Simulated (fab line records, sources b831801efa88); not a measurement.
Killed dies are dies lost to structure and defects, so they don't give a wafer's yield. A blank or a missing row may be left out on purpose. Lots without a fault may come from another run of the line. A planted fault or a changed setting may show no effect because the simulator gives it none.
Chamber matching | flow gf180mcu | GF_CONTACT_CMP_27 on cmp-02: 4 sister chambers
The step polishes, stops on SiO2, t overpolish 15 s, target thk 0 nm. 8 wafers are shown with their chamber, then 8 later ones without.

WAFERS WITH THEIR CHAMBER
wafer  | chamber | motor_current_A (A) | time_to_endpoint_s (s)
L527.6 | 3       | 11.4                | 65
L529.1 | 3       | 10.7                | 68
L532.2 | 2       | 9.7                 | 71
L532.5 | 1       | 9.6                 | 70
L533.2 | 0       | 11.9                | 72
L533.3 | 2       | 9.7                 | 71
L533.4 | 1       | 10.0                | 71
L534.2 | 0       | 12.4                | 70

WAFERS WITHOUT THEIR CHAMBER
wafer  | motor_current_A (A) | time_to_endpoint_s (s)
L534.5 | 9.4                 | 65
L534.6 | 12.3                | 68
L536.1 | 9.7                 | 71
L536.2 | 12.4                | 76
L536.5 | 10.1                | 71
L541.1 | 12.4                | 70
L541.3 | 9.5                 | 65
L541.4 | 9.6                 | 70

WHICH CHAMBER EACH WENT THROUGH
wafer  | from the rows above          | in truth
L534.5 | can't be placed: 1 or 2 or 3 | 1
L534.6 | can't be placed: 0 or 3      | 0
L536.1 | can't be placed: 2 or 1      | 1
L536.2 | 0                            | 0
L536.5 | can't be placed: 1 or 2      | 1
L541.1 | 0                            | 0
L541.3 | can't be placed: 1 or 2 or 3 | 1
L541.4 | can't be placed: 1 or 2      | 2
Placed correctly: 2 of 8. Can't be placed from these rows: 6 (the true chamber is among the candidates in 6). Placed wrongly: 0.
How it was worked out, from the rows above alone: a wafer's distance from a chamber is the root of the sum, over the readings, of the square of ((its reading less the chamber's mean) divided by the reading's scatter). The wafer belongs to the nearest chamber; if the next one is less than 2 further off, it can't be placed. A chamber's mean is the mean of its shown wafers. The scatter: the root of (the sum of the squares of (reading less its chamber's mean) over the shown wafers, divided by (wafers less chambers)).
